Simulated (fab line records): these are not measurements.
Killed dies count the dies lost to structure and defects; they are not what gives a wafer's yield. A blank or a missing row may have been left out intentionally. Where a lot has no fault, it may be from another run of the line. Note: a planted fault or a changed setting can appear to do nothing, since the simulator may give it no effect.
Split-lot study | flow gf180mcu | route with 602 steps; 5 lots, 23 wafers read

## ON THE SPLIT
At GF_HV_LDD_EXPOSE_04 (exposes mask Nplus LV AREA, target cd 400 nm), the setting dose mj was moved away from the recipe's 140 on 7 of the 23 wafers read, by -3.4% to +7.4%. The other wafers ran this setting at the recipe's value.

## FROM THE SPLIT TO THE READING: what the file shows between them, 2 steps
- GF_HV_LDD_PEB_05
- GF_HV_LDD_DEVELOP_06: develop time 60 s

## THE READING
cd nm (nm) at GF_HV_LDD_CD_MEAS_07, where the cd target is 400 nm. Fault-free wafers of this fab line usually give 400.1 nm, standard deviation 2.7 nm.

wafer  | tool, chamber at the split | dose mj as run | against the recipe | cd nm, nm | against lot-mates on the recipe
L074.1 | iline stepper-01, 0        | 140            | recipe             | 397.5     | -
L074.2 | iline stepper-01, 0        | 140            | recipe             | 397.3     | -
L074.3 | iline stepper-01, 0        | 140            | recipe             | 393.6     | -
L074.5 | iline stepper-01, 0        | 140            | recipe             | 396.9     | -
L074.6 | iline stepper-01, 0        | 140            | recipe             | 397.7     | -
L077.2 | iline stepper-02, 0        | 140            | recipe             | 400.2     | -
L077.3 | iline stepper-02, 0        | 140            | recipe             | 400.8     | -
L077.4 | iline stepper-02, 0        | 142.7          | +1.9%              | 405.2     | +4.4
L077.5 | iline stepper-02, 0        | 142.7          | +1.9%              | 406.0     | +5.2
L077.6 | iline stepper-02, 0        | 140            | recipe             | 401.5     | -
L079.1 | iline stepper-01, 0        | 135.2          | -3.4%              | 395.1     | -8.7
L079.2 | iline stepper-01, 0        | 135.2          | -3.4%              | 393.4     | -10.4
L079.3 | iline stepper-01, 0        | 140            | recipe             | 403.7     | -
L079.4 | iline stepper-01, 0        | 140            | recipe             | 404.0     | -
L079.5 | iline stepper-01, 0        | 140            | recipe             | 403.8     | -
L080.1 | iline stepper-01, 0        | 150.3          | +7.4%              | 417.0     | +19.5
L080.2 | iline stepper-01, 0        | 150.3          | +7.4%              | 416.5     | +19.0
L080.3 | iline stepper-01, 0        | 140            | recipe             | 398.0     | -
L080.4 | iline stepper-01, 0        | 140            | recipe             | 397.0     | -
L080.6 | iline stepper-01, 0        | 150.3          | +7.4%              | 418.9     | +21.4
L082.1 | iline stepper-02, 0        | 140            | recipe             | 397.8     | -
L082.3 | iline stepper-02, 0        | 140            | recipe             | 401.1     | -
L082.5 | iline stepper-02, 0        | 140            | recipe             | 397.6     | -

FIT RESULTS
A straight line over all 23 wafers: cd nm changes by +2.33 nm for each +1% of dose mj; r = +0.93; the points scatter about the line by 2.7 nm.
The same after taking each lot's own level away (the mean of its wafers on the recipe; 23 wafers): +2.72 nm for each +1%; r = +0.99; scatter 1.1 nm.
That fit puts the effect of the largest move of dose mj on the reading at 20 nm.
The span of the lots' own levels, 396.60 to 403.83 nm, comes to 2.7 times the standard deviation stated above.
Thus the slope moves with the lot-to-lot level: the two fits are different.
Check: for one of the wafers moved furthest among these (+7.4%), held out of the fit, the line's prediction against its lot-mates is +20.1 nm. Against them it came out at +19.5 nm.

## ADDITIONAL SPLITS CARRIED BY THESE WAFERS
Note: prior to the reading, these wafers also went through further splits. Each is held against what the fit with the lots' levels taken away leaves over:
other split on the same wafers   | wafers away from the commonest value | r with cd nm (lot level and that fit taken away)
GF_DUAL_GATE_OXIDATION_15 temp c | 15                                   | +0.03
GF_POLY_GATE_ETCH_13 bias w      | 7                                    | -0.10

## FILE'S OWN FIT
cd nm changes by +2.71 nm for each +1% of dose mj, r = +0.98.
